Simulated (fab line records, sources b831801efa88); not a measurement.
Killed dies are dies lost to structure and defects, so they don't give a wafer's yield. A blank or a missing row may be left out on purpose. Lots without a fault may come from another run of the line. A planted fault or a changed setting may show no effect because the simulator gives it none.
fab line records | flow sky130
record lots=7 wafers=21 last_day=50
route steps=708 shown NWELL@65 PAD_OPEN@708
lots that met no fault: from a run of the same line without faults
start_h: hours from the record's first day to the start of the lot's first wafer shown | wait_h: hours since the lot's step before | " the same as in the row above | L1.1+2: a row that stands for several wafers | - no value, or no start given | * or withheld: withheld | < > ~ a bound
route shown NAME@n: a module of which the file shows steps, and the number in the route of the first | usual: mean/standard deviation of fault-free wafers | same: alike in all rows | chamber/n: place in a boat | sites: the reading at each site | _std_site: their standard deviation | _edge_site: outer sites' mean less inner sites' | radius_mm: how far each site lies from the wafer's centre | mask NAME#n: copy n | behind: the tool/chamber that last shaped the wafer | hold: why the lot was held/for how many hours/how that ended | device: the transistor (n, p or np) that didn't switch | end of line: the same wafers' tests at the end of the route | a step without rows: its recipe alone | killed: dies lost to structure and defects at the first sort, not the wafer's yield | map: a wafer's dies, x killed, . not, _ none there
set.NAME: the setting as run; set.NAME@STEP: as run at that earlier step | model.NAME: the simulator's own value behind a step, which no gauge read
lots at some steps of the route; a table a step, a row a wafer
services: from which hour (start_h, from the record's first day; less than 0 if before it) a tool's chamber was out of use, for how many hours, and why
## steps
# step SKY_NWELL_IMPLANT_12
# recipe species=P energy_kev=120 dose_cm2=1.3e+12 tilt_deg=withheld
# step SKY_NWELL_IMPLANT_13
# recipe species=P energy_kev=50 dose_cm2=7e+11 tilt_deg=withheld
# step SKY_NWELL_STRIP_14
# recipe chemistry=O2/N2 power_w=1400 pressure_mtorr=1500 platen_temp_c=withheld o2_flow_sccm=3000 n2_flow_sccm=300 overash_fraction=0.5
# usual drypump_motor_current_A=5.86/0.29 n2_flow_sccm=300.0/0.92 oes_product_au=0.722/0.0047 strip_time_to_endpoint_s=36.90/0.11
# columns lot.wafer tool chamber start_h wait_h drypump_motor_current_A n2_flow_sccm oes_product_au rf_hours_counter_h strip_time_to_endpoint_s
L775.2 plasma_asher-03 1 118.62 0.1 6.20 299.9 0.728 0 36.87
L775.3 " 0 " " 6.20 299.1 0.726 - 36.83
L775.5 " 1 " " 6.21 296.9 0.719 - 36.90
L776.3 plasma_asher-02 0 124.16 0.1 5.81 301.2 0.723 - 36.96
L776.4 " 1 " " 6.03 301.9 0.725 - 37.02
L776.6 " 1 " " 6.05 300.4 0.728 - 37.04
L785.1 plasma_asher-01 1 180.69 0.1 5.33 299.8 0.722 35 36.82
L785.2 " 0 " " 5.65 299.6 0.720 35 36.76
L785.5 " 0 " " 5.70 301.6 0.729 - 36.72
L787.1 plasma_asher-02 1 194.33 0.1 6.04 300.4 0.722 49 36.76
L787.4 " 0 " " 5.81 300.0 0.723 - 36.87
L787.6 " 1 " " 6.01 300.6 0.725 - 36.89
L788.3 plasma_asher-03 1 198.76 0.1 6.19 299.6 0.720 - 36.75
L788.4 " 0 " " 6.21 298.8 0.720 - 36.71
L788.5 " 0 " " 6.22 300.1 0.724 - 36.66
L792.4 plasma_asher-02 0 219.82 0.1 5.79 298.3 0.719 - 36.83
L792.5 " 0 " " 5.81 299.4 0.724 - 36.81
L792.6 " 1 " " 6.06 299.7 0.716 - 36.85
L793.1 plasma_asher-02 1 226.27 0.1 6.01 299.7 0.725 52 36.81
L793.2 " 0 " " 5.79 301.0 0.722 52 36.76
L793.6 " 1 " " 6.03 300.4 0.717 - 36.79
# step SKY_NWELL_TW_MEAS_15
# usual NWELL_TW=1806/19
# columns lot.wafer tool chamber start_h wait_h NWELL_TW
L775.2 film_metro-01 - 118.73 0.1 1803
L775.3 " - " " 1796
L775.5 " - " " 1802
L776.3 film_metro-01 - 124.24 0.1 1813
L776.4 " - " " 1818
L776.6 " - " " 1821
L785.1 film_metro-01 - 180.79 0.1 1807
L785.2 " - " " 1813
L785.5 " - " " 1810
L787.1 film_metro-04 - 194.43 0.1 1827
L787.4 " - " " 1833
L787.6 " - " " 1831
L788.3 film_metro-03 - 198.85 0.1 1775
L788.4 " - " " 1780
L788.5 " - " " 1770
L792.4 film_metro-03 - 219.91 0.1 1787
L792.5 " - " " 1786
L792.6 " - " " 1797
L793.1 film_metro-03 - 226.37 0.1 1793
L793.2 " - " " 1792
L793.6 " - " " 1785
# step SKY_NWELL_DEHYDRATE_16
# recipe temp_c=200 time_s=60
# step SKY_NWELL_HMDS_17
# recipe prime_time_s=60 prime_temp_c=120
# step SKY_NWELL_COAT_18
# recipe spin_rpm=2000 resist_thk_nm=3000
# step SKY_NWELL_SOFTBAKE_19
# recipe temp_c=110 time_s=withheld
# step SKY_NWELL_EXPOSE_20
# recipe mask_id=NWM_COMPLEMENT na=0.6 source_shape=conventional sigma_outer=0.6 polarization=unpolarized target_cd_nm=840 dose_mj=260
# step SKY_NWELL_PEB_21
# recipe temp_c=115 time_s=withheld
# step SKY_NWELL_DEVELOP_22
# recipe wall_angle_deg=90 developer=TMAH develop_time_s=60 dev_temp_c=23
# step SKY_NWELL_OVL_MEAS_23
# usual NWELL_01_OVL=-0.7/1.4
# columns lot.wafer tool chamber start_h wait_h NWELL_01_OVL[nm]
L775.2 overlay-01 - 137.79 - 2.3
L775.3 " - " " 2.8
L775.5 " - " " 2.6
L776.3 overlay-02 - 141.96 - -0.2
L776.4 " - " " -1.9
L776.6 " - " " 0.1
L785.1 overlay-02 - 200.93 - -2.2
L785.2 " - " " -0.9
L785.5 " - " " -1.2
L787.1 overlay-01 - 215.74 - -1.2
L787.4 " - " " -0.8
L787.6 " - " " -0.8
L788.3 overlay-02 - 221.15 - -1.0
L788.4 " - " " -1.6
L788.5 " - " " -1.8
L792.4 overlay-01 - 243.50 - 0.4
L792.5 " - " " 0.6
L792.6 " - " " 0.5
L793.1 overlay-01 - 250.20 - 1.0
L793.2 " - " " 0.0
L793.6 " - " " 1.0
# step SKY_NWELL_IMPLANT_24
# recipe species=B energy_kev=140 dose_cm2=9.2e+12 tilt_deg=withheld
# usual dose_ions_cm2=9.2e+12/8.9e+09 end_station_pressure_torr=5.05e-06/2.8e-07 faraday_current_uA=52.0/0.98
# same implant_ion_amu=11
# columns lot.wafer tool chamber start_h wait_h dose_ions_cm2 end_station_pressure_torr faraday_current_uA
L775.2 implanter-02 0 137.85 0.0 9.202e+12 5.09e-06 52.5
L775.3 " 0 " " 9.196e+12 4.93e-06 51.0
L775.5 " 0 " " 9.206e+12 5.31e-06 52.4
L776.3 implanter-03 0 142.04 0.1 9.189e+12 5.69e-06 53.0
L776.4 " 0 " " 9.209e+12 5.24e-06 50.8
L776.6 " 0 " " 9.206e+12 5.04e-06 50.4
L785.1 implanter-02 0 200.97 0.0 4.2697e+13 5.35e-06 238.3
L785.2 " 0 " " 4.2697e+13 4.97e-06 241.7
L785.5 " 0 " " 4.2702e+13 5.03e-06 240.7
L787.1 implanter-02 0 215.77 0.0 4.2689e+13 4.73e-06 244.0
L787.4 " 0 " " 4.2702e+13 4.84e-06 243.3
L787.6 " 0 " " 4.2701e+13 5.21e-06 235.0
L788.3 implanter-02 0 221.22 0.1 4.2701e+13 5.08e-06 238.8
L788.4 " 0 " " 4.2704e+13 5.19e-06 238.4
L788.5 " 0 " " 4.2696e+13 5.08e-06 245.3
L792.4 implanter-03 0 243.59 0.1 9.202e+12 5.24e-06 51.6
L792.5 " 0 " " 9.2e+12 5.18e-06 52.9
L792.6 " 0 " " 9.198e+12 5.45e-06 50.9
L793.1 implanter-03 0 250.23 0.0 9.213e+12 5.02e-06 52.8
L793.2 " 0 " " 9.196e+12 5.6e-06 52.0
L793.6 " 0 " " 9.212e+12 4.86e-06 51.6
# step SKY_NWELL_STRIP_25
# recipe chemistry=O2/N2 power_w=1400 pressure_mtorr=1500 platen_temp_c=withheld o2_flow_sccm=3000 n2_flow_sccm=300 overash_fraction=0.5
# usual drypump_motor_current_A=5.9/0.35 n2_flow_sccm=300.0/0.83 oes_product_au=0.723/0.0044 strip_time_to_endpoint_s=36.87/0.099
# columns lot.wafer tool chamber start_h wait_h drypump_motor_current_A n2_flow_sccm oes_product_au rf_hours_counter_h strip_time_to_endpoint_s
L775.2 plasma_asher-01 1 137.97 0.1 5.3 300.4 0.720 31 37.03
L775.3 " 1 " " 5.3 299.8 0.720 - 37.11
L775.5 " 1 " " 5.3 301.5 0.723 - 37.04
L776.3 plasma_asher-03 1 142.17 0.1 6.2 299.8 0.719 - 36.98
L776.4 " 0 " " 6.2 301.4 0.722 - 36.97
L776.6 " 1 " " 6.2 299.9 0.725 - 37.03
L785.1 plasma_asher-01 0 201.12 0.1 5.7 301.6 0.724 38 36.96
L785.2 " 1 " " 5.3 298.7 0.726 38 36.87
L785.5 " 1 " " 5.3 299.0 0.720 - 36.93
L787.1 plasma_asher-01 1 215.92 0.1 5.3 299.4 0.726 39 36.99
L787.4 " 0 " " 5.7 300.5 0.728 - 36.98
L787.6 " 1 " " 5.3 299.2 0.726 - 36.94
L788.3 plasma_asher-02 1 221.36 0.1 6.0 299.5 0.734 - 36.92
L788.4 " 0 " " 5.8 300.8 0.729 - 36.86
L788.5 " 1 " " 6.0 299.1 0.720 - 36.79
L792.4 plasma_asher-03 0 243.70 0.1 6.2 299.4 0.721 - 36.95
L792.5 " 1 " " 6.2 300.2 0.726 - 36.88
L792.6 " 0 " " 6.2 299.9 0.720 - 36.88
L793.1 plasma_asher-03 0 250.38 0.1 6.2 299.6 0.716 13 36.75
L793.2 " 1 " " 6.2 299.7 0.718 13 36.76
L793.6 " 1 " " 6.2 300.3 0.718 - 36.84
# step SKY_NWELL_TW_MEAS_26
# usual NWELL_2_TW=492/4.8
# columns lot.wafer tool chamber start_h wait_h NWELL_2_TW
L775.2 film_metro-03 - 138.08 0.1 485
L775.3 " - " " 489
L775.5 " - " " 485
L776.3 film_metro-03 - 142.26 0.1 483
L776.4 " - " " 484
L776.6 " - " " 485
L785.1 film_metro-01 - 201.22 0.1 796
L785.2 " - " " 798
L785.5 " - " " 799
L787.1 film_metro-04 - 216.02 0.1 804
L787.4 " - " " 808
L787.6 " - " " 808
L788.3 film_metro-03 - 221.44 0.1 792
L788.4 " - " " 795
L788.5 " - " " 794
L792.4 film_metro-04 - 243.80 0.1 498
L792.5 " - " " 494
L792.6 " - " " 500
L793.1 film_metro-03 - 250.48 0.1 486
L793.2 " - " " 488
L793.6 " - " " 484
# step SKY_NWELL_CLEAN_27
# recipe chemistry=SC1/SC2 mix=1:4:20 temp_c=70 time_s=150 dry=n2_spin
# step SKY_PAD_OPEN_PROBE_99
# usual killed_at_M0_to_M3=43/7.8 killed_at_M4_up=3.2/1.9 killed_at_contacts=24/5 killed_at_front_end=14/4.5 killed_at_other=0.2/0.41 killed_dies=84/9.6 killed_on_rim=17/3.8 killed_open=47/6.9 killed_short=38/6
# same gross_dies=492 killed_at_back_side=0
# columns lot.wafer tool chamber start_h wait_h killed_at_M0_to_M3 killed_at_M4_up killed_at_contacts killed_at_front_end killed_at_other killed_dies killed_on_rim killed_open killed_short model.etest.pfet_16v.r_on_ohm_um model.etest.nfet_16v.r_on_ohm_um model.etest.res_iso_pwell.rs_ohm_sq model.etest.res_pwell_under_gate.rs_ohm_sq model.etest.res_iso_pwell.line_ohm_um model.etest.tip_n_5v.rs_ohm_sq model.etest.res_nwell.line_ohm_um model.etest.tip_sonos.rs_ohm_sq
L775.2 prober-01 - 1110.26 0.1 38 3 21 17 0 79 14 36 43 1.569e+04 1.424e+04 3346 2289 1279 1364 1196 2567
L775.3 prober-01 - 1110.31 0.2 31 1 26 21 0 79 11 44 35 1.536e+04 1.42e+04 3124 2288 1176 1365 1188 2555
L775.5 prober-01 - 1110.41 0.2 33 5 35 13 1 87 14 45 42 1.551e+04 1.41e+04 3185 2282 1212 1372 1194 2532
L776.3 prober-02 - 1117.21 0.2 47 0 19 14 0 80 17 44 36 1.471e+04 1.377e+04 2991 2266 1116 1444 1120 2568
L776.4 prober-02 - 1117.26 0.2 42 6 28 16 1 93 16 48 45 1.474e+04 1.385e+04 2889 2284 1096 1441 1115 2589
L776.6 prober-02 - 1117.36 0.2 31 3 22 13 0 69 18 39 30 1.489e+04 1.392e+04 2996 2281 1135 1445 1144 2561
L785.1 prober-01 - 1175.02 0.1 23 6 21 14 0 64 17 33 31 8841 1.663e+04 1074 828.4 392.4 1666 1493 2848
L785.2 prober-01 - 1175.07 0.1 53 2 24 21 1 101 22 59 42 8823 1.648e+04 989.8 832.3 359.4 1652 1434 2809
L785.5 prober-01 - 1175.22 0.2 36 1 23 19 0 79 12 42 37 8794 1.664e+04 1026 825.4 375.3 1659 1448 2826
L787.1 prober-01 - 1180.10 0.1 43 3 21 12 0 79 14 43 36 8732 1.828e+04 1035 829.6 376.4 1626 1331 2714
L787.4 prober-01 - 1180.25 0.2 35 1 23 23 0 82 16 44 38 8534 1.827e+04 976.5 831.5 354.1 1632 1298 2692
L787.6 prober-01 - 1180.35 0.2 48 2 19 17 0 86 15 46 40 8624 1.841e+04 1009 831.2 358.3 1620 1309 2648
L788.3 prober-02 - 1186.60 0.2 44 2 21 14 1 82 21 50 32 8767 1.678e+04 1088 836.2 395.6 1674 1401 2819
L788.4 prober-02 - 1186.65 0.2 38 2 31 15 0 86 18 44 42 8707 1.697e+04 1062 833.2 378.8 1694 1367 2837
L788.5 prober-02 - 1186.70 0.2 42 1 27 14 0 84 11 48 36 8795 1.702e+04 1125 832.6 413.9 1690 1409 2843
L792.4 prober-01 - 1196.51 0.2 52 6 27 11 0 96 12 53 43 1.488e+04 1.399e+04 3010 2299 1136 1378 1116 2572
L792.5 prober-01 - 1196.56 0.2 40 1 31 7 1 80 18 46 34 1.485e+04 1.391e+04 3047 2280 1168 1387 1106 2551
L792.6 prober-01 - 1196.61 0.2 42 5 29 6 0 82 18 45 37 1.481e+04 1.393e+04 3047 2303 1136 1391 1119 2534
L793.1 prober-01 - 1207.56 0.1 48 4 20 11 0 83 14 52 31 1.502e+04 1.412e+04 3145 2303 1211 1400 1100 2632
L793.2 prober-01 - 1207.61 0.1 41 1 26 24 0 92 23 57 35 1.507e+04 1.419e+04 3150 2292 1176 1403 1107 2682
L793.6 prober-01 - 1207.81 0.2 52 6 24 12 0 94 18 53 41 1.498e+04 1.413e+04 3051 2286 1148 1396 1090 2706
# killed by level:class
L775.2 METAL2:geometric_particle:short=9 VIA1:geometric_particle:open=7 LI_CONTACT:geometric_particle:open=6 CONTACT:geometric_particle:open=6 VIA1:geometric_particle:short=6 FIELD_ISO:geometric_particle:open=5 LOCAL_INTERCONNECT:geometric_particle:short=5 CONTACT:geometric_particle:short=4
L775.3 CONTACT:geometric_particle:open=10 LOCAL_INTERCONNECT:geometric_particle:short=7 FIELD_ISO:geometric_particle:open=6 LI_CONTACT:geometric_particle:open=6 VIA1:geometric_particle:open=6 METAL2:geometric_particle:short=5 POLY_GATE:geometric_particle:open=4 VIA2:geometric_particle:open=4
L775.5 LI_CONTACT:geometric_particle:open=15 VIA3:geometric_particle:open=8 LI_CONTACT:geometric_particle:short=7 METAL2:geometric_particle:short=7 CONTACT:geometric_particle:open=6 VIA2:geometric_particle:open=6 VIA1:geometric_particle:open=5 FIELD_ISO:geometric_particle:short=4
L776.3 VIA1:geometric_particle:open=12 POLY_GATE:geometric_particle:open=8 METAL1:geometric_particle:short=6 VIA3:geometric_particle:open=6 LI_CONTACT:geometric_particle:open=5 LOCAL_INTERCONNECT:geometric_particle:short=5 VIA2:geometric_particle:open=5 METAL3:geometric_particle:short=5
L776.4 CONTACT:geometric_particle:open=14 VIA1:geometric_particle:open=8 METAL2:geometric_particle:short=6 VIA3:geometric_particle:open=6 CONTACT:geometric_particle:short=6 METAL3:geometric_particle:short=5 FIELD_ISO:geometric_particle:short=4 VIA1:geometric_particle:short=4
L776.6 VIA1:geometric_particle:open=9 LI_CONTACT:geometric_particle:open=7 FIELD_ISO:geometric_particle:short=5 FIELD_ISO:geometric_particle:open=4 CONTACT:geometric_particle:open=4 LOCAL_INTERCONNECT:geometric_particle:short=4 CONTACT:geometric_particle:short=4 METAL1:geometric_particle:short=4
L785.1 CONTACT:geometric_particle:open=7 CONTACT:geometric_particle:short=5 POLY_GATE:geometric_particle:open=4 LI_CONTACT:geometric_particle:open=4 VIA1:geometric_particle:short=4 VIA3:geometric_particle:open=4 METAL4:geometric_particle:short=4 POLY_GATE:geometric_particle:short=3
L785.2 VIA1:geometric_particle:open=17 METAL1:geometric_particle:short=11 LI_CONTACT:geometric_particle:open=9 VIA2:geometric_particle:open=6 POLY_GATE:geometric_particle:open=5 METAL2:geometric_particle:short=5 VIA3:geometric_particle:open=5 FIELD_ISO:geometric_particle:open=4
L785.5 LI_CONTACT:geometric_particle:open=7 METAL1:geometric_particle:short=7 VIA2:geometric_particle:open=7 CONTACT:geometric_particle:open=6 VIA3:geometric_particle:open=6 METAL3:geometric_particle:short=4 POLY_GATE:geometric_particle:short=4 SPACER:geometric_particle:short=4
L787.1 CONTACT:geometric_particle:open=14 VIA1:geometric_particle:open=11 METAL2:geometric_particle:short=9 METAL1:geometric_particle:short=5 VIA2:geometric_particle:open=5 POLY_GATE:geometric_particle:short=4 VIA2:geometric_particle:short=3 LI_CONTACT:geometric_particle:open=3
L787.4 LI_CONTACT:geometric_particle:open=10 VIA1:geometric_particle:open=7 VIA3:geometric_particle:open=7 FIELD_ISO:geometric_particle:short=6 POLY_GATE:geometric_particle:open=6 METAL1:geometric_particle:short=5 CONTACT:geometric_particle:open=4 METAL2:geometric_particle:short=4
L787.6 METAL1:geometric_particle:short=8 FIELD_ISO:geometric_particle:short=7 CONTACT:geometric_particle:open=7 VIA3:geometric_particle:open=7 VIA1:geometric_particle:open=6 METAL2:geometric_particle:short=6 VIA2:geometric_particle:open=6 FIELD_ISO:geometric_particle:open=5
L788.3 VIA1:geometric_particle:open=11 CONTACT:geometric_particle:open=8 VIA3:geometric_particle:open=8 LI_CONTACT:geometric_particle:open=6 METAL3:geometric_particle:short=5 VIA1:geometric_particle:short=5 VIA2:geometric_particle:open=5 VIA3:geometric_particle:short=4
L788.4 LI_CONTACT:geometric_particle:open=12 CONTACT:geometric_particle:open=8 VIA1:geometric_particle:short=7 VIA1:geometric_particle:open=6 METAL2:geometric_particle:short=6 POLY_GATE:geometric_particle:short=5 VIA2:geometric_particle:short=5 CONTACT:geometric_particle:short=4
L788.5 VIA1:geometric_particle:open=9 CONTACT:geometric_particle:open=8 LI_CONTACT:geometric_particle:open=6 CONTACT:geometric_particle:short=6 VIA2:geometric_particle:open=6 METAL1:geometric_particle:short=5 VIA3:geometric_particle:open=5 POLY_GATE:geometric_particle:open=4
L792.4 VIA1:geometric_particle:open=13 CONTACT:geometric_particle:open=11 METAL2:geometric_particle:short=8 VIA2:geometric_particle:open=7 LI_CONTACT:geometric_particle:open=7 METAL1:geometric_particle:short=6 VIA1:geometric_particle:short=5 METAL3:geometric_particle:short=5
L792.5 CONTACT:geometric_particle:short=11 VIA1:geometric_particle:open=9 LI_CONTACT:geometric_particle:open=8 CONTACT:geometric_particle:open=7 VIA3:geometric_particle:open=5 VIA2:geometric_particle:open=5 METAL3:geometric_particle:short=3 LOCAL_INTERCONNECT:geometric_particle:short=3
L792.6 VIA1:geometric_particle:open=8 LI_CONTACT:geometric_particle:open=8 VIA3:geometric_particle:open=8 METAL3:geometric_particle:short=7 CONTACT:geometric_particle:open=6 CONTACT:geometric_particle:short=5 LOCAL_INTERCONNECT:geometric_particle:short=5 METAL1:geometric_particle:short=5
L793.1 VIA1:geometric_particle:open=14 VIA3:geometric_particle:open=10 VIA1:geometric_particle:short=8 LI_CONTACT:geometric_particle:open=6 VIA2:geometric_particle:open=6 CONTACT:geometric_particle:open=5 LOCAL_INTERCONNECT:geometric_particle:short=4 CONTACT:geometric_particle:short=4
L793.2 POLY_GATE:geometric_particle:open=9 VIA1:geometric_particle:open=9 VIA2:geometric_particle:open=9 LI_CONTACT:geometric_particle:open=8 CONTACT:geometric_particle:open=7 FIELD_ISO:geometric_particle:open=6 LOCAL_INTERCONNECT:geometric_particle:short=5 CONTACT:geometric_particle:short=5
L793.6 VIA1:geometric_particle:open=11 METAL2:geometric_particle:short=11 LI_CONTACT:geometric_particle:open=10 CONTACT:geometric_particle:open=9 VIA2:geometric_particle:open=6 VIA3:geometric_particle:open=6 FIELD_ISO:geometric_particle:short=4 CONTACT:geometric_particle:short=4
## services
# columns tool chamber start_h hours kind
plasma_asher-03 - 108.75 9.0 pm
plasma_asher-03 0 108.75 9.0 vent_cycle
plasma_asher-03 1 108.75 9.0 vent_cycle
plasma_asher-03 0 117.75 - clean
plasma_asher-03 1 117.75 - clean
implanter-03 - 135.41 1.5 repair
implanter-02 - 146.98 2.6 repair
implanter-02 - 196.83 1.4 repair
implanter-02 - 204.92 5.1 repair
implanter-02 - 210.03 4.8 pm
## key
first_sign step=SKY_NWELL_IMPLANT_24 reading=dose_ions_cm2 direction=up sigmas=99+ usual=* struck=*
effect step=SKY_NWELL_IMPLANT_24 reading=faraday_current_uA direction=up sigmas=99+ usual=52.0 struck=240.6
effect step=SKY_NWELL_TW_MEAS_26 reading=NWELL_2_TW direction=up sigmas=65 usual=492 struck=799
model_effect step=SKY_PAD_OPEN_PROBE_99 value=etest.pfet_16v.r_on_ohm_um without=1.537e+04 struck=8735
met_at SKY_NWELL_IMPLANT_24
struck_wafers L785.1,L785.2,L785.5,L787.1,L787.4,L787.6,L788.3,L788.4,L788.5
tester_left_out L785,L787,L788
onset_between 137.85 200.97
fault kind=process_parameter_drift tool=implanter-02 chamber=- onset_h=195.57 steps=SKY_NWELL_IMPLANT_24 channel=dose_cm2 offset=* shape=step end_h=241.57 acts_in=* stated=*
# tester_left_out: of these lots the tester's yield and bins aren't shown, on N5 and GAA mostly nor the transistor test; their killed dies are dies lost to structure and defects alone, not to doping, threshold or leakage, so they don't give the yield
